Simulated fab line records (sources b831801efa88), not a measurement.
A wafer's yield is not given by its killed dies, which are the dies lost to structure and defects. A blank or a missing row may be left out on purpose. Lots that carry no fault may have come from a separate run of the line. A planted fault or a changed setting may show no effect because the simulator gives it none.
Which tool is to blame? -- flow gf180mcu -- Sampling: 12 lots, 36 wafers, 2 of 602 route steps

== WHAT THE GAUGES READ, wafer by wafer ==
GF_V2_RS_MEAS_24: the measuring method here is four-point-probe.
lot,measured,on,V2_W_RS (ohm/sq)
L865,day 21 04:26,film-metro-03,0.329 0.338 0.335
L868,day 22 08:41,film-metro-02,0.330 0.338 0.328
L869,day 22 17:06,film-metro-03,0.332 0.333 0.336
L872,day 23 20:31,film-metro-02,0.329 0.330 0.321
L873,day 24 09:14,film-metro-03,0.338 0.327 0.329
L874,day 24 15:31,film-metro-03,0.330 0.331 0.328
L875,day 24 21:09,film-metro-03,0.332 0.326 0.327
L876,day 25 03:05,film-metro-02,0.329 0.333 0.332
L878,day 25 16:49,film-metro-02,0.334 0.335 0.331
L884,day 27 13:13,film-metro-02,0.331 0.329 0.329
L885,day 27 20:05,film-metro-02,0.332 0.332 0.334
L886,day 28 01:20,film-metro-03,0.326 0.327 0.325

== EACH LOT AND THE TOOL THAT RAN IT (in order: tool; ch and the chambers of the sampled wafers; start) ==
lot,GF_M2_SPUTTER_01
L865,"pvd-sputter-04, day 19 01:33"
L868,"pvd-sputter-01, day 20 07:22"
L869,"pvd-sputter-01, day 20 14:55"
L872,"pvd-sputter-03, day 21 19:35"
L873,"pvd-sputter-03, day 22 08:50"
L874,"pvd-sputter-04, day 22 15:14"
L875,"pvd-sputter-03, day 22 21:12"
L876,"pvd-sputter-01, day 23 03:42"
L878,"pvd-sputter-04, day 23 17:29"
L884,"pvd-sputter-04, day 25 17:14"
L885,"pvd-sputter-04, day 26 01:04"
L886,"pvd-sputter-04, day 26 06:37"
- GF_M2_SPUTTER_01: material TiN, target thk 30 nm, time 25 s.

== WHAT THE TOOLS THEMSELVES READ (means of the sampled wafers that have a number; where no wafer has one, the mark that the record gives instead) ==
GF_M2_SPUTTER_01.
lot,tool,throttle-valve-pct (%)
L865,pvd-sputter-04,30.2
L868,pvd-sputter-01,30.4
L869,pvd-sputter-01,30.4
L872,pvd-sputter-03,30.3
L873,pvd-sputter-03,30.5
L874,pvd-sputter-04,30.2
L875,pvd-sputter-03,30.4
L876,pvd-sputter-01,29.9
L878,pvd-sputter-04,30.5
L884,pvd-sputter-04,30.1
L885,pvd-sputter-04,30.1
L886,pvd-sputter-04,30.8

== THE ANSWER, worked out from the rows above alone ==
Rule: the usual values come from the lots themselves. The widest of any qualifying gaps counts: lots, ordered by their means at a reading, are off when they make up no more than a third of the lots, leave a main group of 4 or more, and stand apart from it by 3 or more times the standard deviation of that group's means. The tables above print the reading to a certain number of digits; a main group whose means all agree to those digits is not used. A lot without any number at a reading at which 4 lots or more have one is off too. The other lots that the step has rows for count as sound. First the gauges in route order, then the tools' own readings, where a lot's mean is used as printed above. At the first step where some lot is off, the reading lying furthest off is the one used; lots without a number count as furthest.
Nothing can be told from this: no lot is off at any reading shown.

== WHAT WAS PUT IN BY THE SIMULATOR ==
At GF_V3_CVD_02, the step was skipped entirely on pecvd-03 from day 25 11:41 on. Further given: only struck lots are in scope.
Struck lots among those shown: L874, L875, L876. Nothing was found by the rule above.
